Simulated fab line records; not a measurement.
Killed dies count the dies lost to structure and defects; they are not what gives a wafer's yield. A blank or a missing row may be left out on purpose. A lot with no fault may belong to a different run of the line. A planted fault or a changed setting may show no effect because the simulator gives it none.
A struck lot beside a sound one || flow gf180mcu || 44 out of 602 route steps
Sound: wafers L102.1, L102.3, L102.6. The struck wafers were L107.1, L107.2, L107.3. Last of all comes the cause.
Order at every step that has rows: each side's tool, ch and its chambers, its first start. Under that, the readings that differ: sound wafers || struck wafers || difference of the means || sigmas: that difference in standard deviations of wafers without a fault.
alike: same words and numbers on both sides, and readings whose means sit less than 2 such deviations apart. not compared: any withheld reading, any reading some wafer has no value for, any bound like >300 that may hide the same value, and any number with overlapping values for which the record gives no deviation.
The two part at a step that has a row with sigmas, a row that says differs or no value, or rows on one side only. Numbers that have no deviation but don't overlap get no sigmas and don't part them. Lack of a reading on every wafer of one side parts them only where that side has two or more wafers.

first, 2 steps without rows for these wafers: GF_MVSD_IMPLANT_08; GF_MVSD_IMPLANT_09.
GF_MVSD_STRIP_10: strips in O2/N2.
  sound on plasma-asher-04 ch 0,1, day 5 20:38; struck on plasma-asher-04 ch 0,1, day 7 07:22
{"reading": "strip-time-to-endpoint-s (s)", "sound": "37.07 37.08 37.19", "struck": "36.83 36.89 36.84", "difference": -0.26, "sigmas": -3}
  alike: drypump-motor-current-A, heater-power-w, oes-product-au, platen-temp-c
  not compared: rf-hours-counter-h
GF_MVSD_TW_MEAS_11:
  sound: film-metro-04 at day 5 20:44; struck: film-metro-03 at day 7 07:28
  alike: MVSD_TW
then, 7 steps without rows for these wafers: GF_MVPSD_DEHYDRATE_00 (time 60 s); GF_MVPSD_HMDS_01 (prime time 60 s); GF_MVPSD_COAT_02 (resist thk 3000 nm); GF_MVPSD_SOFTBAKE_03; GF_MVPSD_EXPOSE_04 (exposes mask MVPSD, target cd 1000 nm); GF_MVPSD_PEB_05; GF_MVPSD_DEVELOP_06 (develop time 60 s).
GF_MVPSD_OVL_MEAS_07:
  sound: overlay-02 at day 6 12:20; struck: overlay-02 at day 7 23:02
  alike: MVPSD_OVL
GF_MVPSD_IMPLANT_08:
  sound on implanter-04 ch 0, day 6 12:23; struck on implanter-03 ch 0, day 7 23:05
{"reading": "dose-ions-cm2", "sound": "1.5013e+13 1.5001e+13 1.5011e+13", "struck": "5.02e+12 5.054e+12 5.059e+12", "difference": -9.96e+12, "sigmas": "-99 or more"}
{"reading": "faraday-current-uA", "sound": "86.8 82.5 86.6", "struck": "29.3 28.3 27.8", "difference": -56.8, "sigmas": -33}
next, for these wafers, 1 step has no rows: GF_MVPSD_IMPLANT_09.
GF_MVPSD_STRIP_10: strips in O2/N2.
  sound on plasma-asher-01 ch 0,1, day 6 12:41; struck on plasma-asher-03 ch 0,1, day 7 23:23
  alike: drypump-motor-current-A, heater-power-w, oes-product-au, platen-temp-c, strip-time-to-endpoint-s
  not compared: rf-hours-counter-h
GF_MVPSD_TW_MEAS_11:
  sound: film-metro-02 at day 6 12:47; struck: film-metro-02 at day 7 23:29
{"reading": "MVPSD_TW", "sound": "553 548 549", "struck": "429 431 427", "difference": -121, "sigmas": -25}
then, 7 steps without rows for these wafers: GF_VT_IMPLANT_DEHYDRATE_00 (time 60 s); GF_VT_IMPLANT_HMDS_01 (prime time 60 s); GF_VT_IMPLANT_COAT_02 (resist thk 1000 nm); GF_VT_IMPLANT_SOFTBAKE_03 (time 60 s); GF_VT_IMPLANT_EXPOSE_04 (exposes mask LVPWELL LV AREA, target cd 600 nm); GF_VT_IMPLANT_PEB_05; GF_VT_IMPLANT_DEVELOP_06 (develop time 60 s).
GF_VT_IMPLANT_OVL_MEAS_07:
  sound: overlay-01 at day 7 03:50; struck: overlay-01 at day 8 16:14
{"reading": "VT_IMPLANT_OVL (nm)", "sound": "-2.5 -1.0 -1.4", "struck": "1.9 1.3 0.4", "difference": "+2.8", "sigmas": "+2"}
next, for these wafers, 1 step has no rows: GF_VT_IMPLANT_IMPLANT_08.
GF_VT_IMPLANT_STRIP_09: strips in O2/N2.
  sound on plasma-asher-04 ch 0,1, day 7 04:01; struck on plasma-asher-01 ch 0,1, day 8 16:27
{"reading": "heater-power-w (W)", "sound": "280 278 331", "struck": "341 357 329", "difference": "+46", "sigmas": "+2"}
  alike: drypump-motor-current-A, oes-product-au, platen-temp-c, strip-time-to-endpoint-s
  not compared: rf-hours-counter-h
GF_VT_IMPLANT_TW_MEAS_10:
  sound: film-metro-03 at day 7 04:07; struck: film-metro-04 at day 8 16:33
  alike: VT_IMPLANT_TW
then, 7 steps without rows for these wafers: GF_VT_IMPLANT_DEHYDRATE_11 (time 60 s); GF_VT_IMPLANT_HMDS_12 (prime time 60 s); GF_VT_IMPLANT_COAT_13 (resist thk 1000 nm); GF_VT_IMPLANT_SOFTBAKE_14 (time 60 s); GF_VT_IMPLANT_EXPOSE_15 (exposes mask Nwell LV AREA, target cd 860 nm); GF_VT_IMPLANT_PEB_16; GF_VT_IMPLANT_DEVELOP_17 (develop time 60 s).
GF_VT_IMPLANT_OVL_MEAS_18:
  sound: overlay-02 at day 7 19:14; struck: overlay-02 at day 9 08:56
  alike: VT_IMPLANT_01_OVL
next, for these wafers, 1 step has no rows: GF_VT_IMPLANT_IMPLANT_19.
GF_VT_IMPLANT_STRIP_20: strips in O2/N2.
  sound on plasma-asher-01 ch 0,1, day 7 19:26; struck on plasma-asher-01 ch 0,1, day 9 09:08
  alike: drypump-motor-current-A, heater-power-w, oes-product-au, platen-temp-c, strip-time-to-endpoint-s
  not compared: rf-hours-counter-h
GF_VT_IMPLANT_TW_MEAS_21:
  sound: film-metro-01 at day 7 19:32; struck: film-metro-03 at day 9 09:14
  alike: VT_IMPLANT_2_TW
then, 4 steps without rows for these wafers: GF_VT_IMPLANT_DEHYDRATE_22 (time 60 s); GF_VT_IMPLANT_HMDS_23 (prime time 60 s); GF_VT_IMPLANT_COAT_24 (resist thk 1000 nm); GF_VT_IMPLANT_SOFTBAKE_25 (time 60 s).
GF_VT_IMPLANT_RS_MEAS_49: measures by four-point-probe.
  sound: film-metro-04 at day 9 05:39; struck: film-metro-03 at day 10 20:51
{"reading": "MVPSD_RS (ohm/sq)", "sound": "1174 1172 1173", "struck": "1954 1971 1964", "difference": "+790", "sigmas": "+99 or more"}
-- here the record skips 22 days between the struck wafers' starts before and after, leaving off in module VT_IMPLANT and picking up in module PASSIVATION (first step shown: number 602 of the route) --
GF_PASSIVATION_PROBE_99:
  record: rows for the struck wafers here (prober-02, day 32 12:50), none for the sound ones

## WHERE THEY PART
Last at GF_PASSIVATION_PROBE_99 as far as this record goes, first at GF_MVSD_STRIP_10.

WHY: what the simulator had put in
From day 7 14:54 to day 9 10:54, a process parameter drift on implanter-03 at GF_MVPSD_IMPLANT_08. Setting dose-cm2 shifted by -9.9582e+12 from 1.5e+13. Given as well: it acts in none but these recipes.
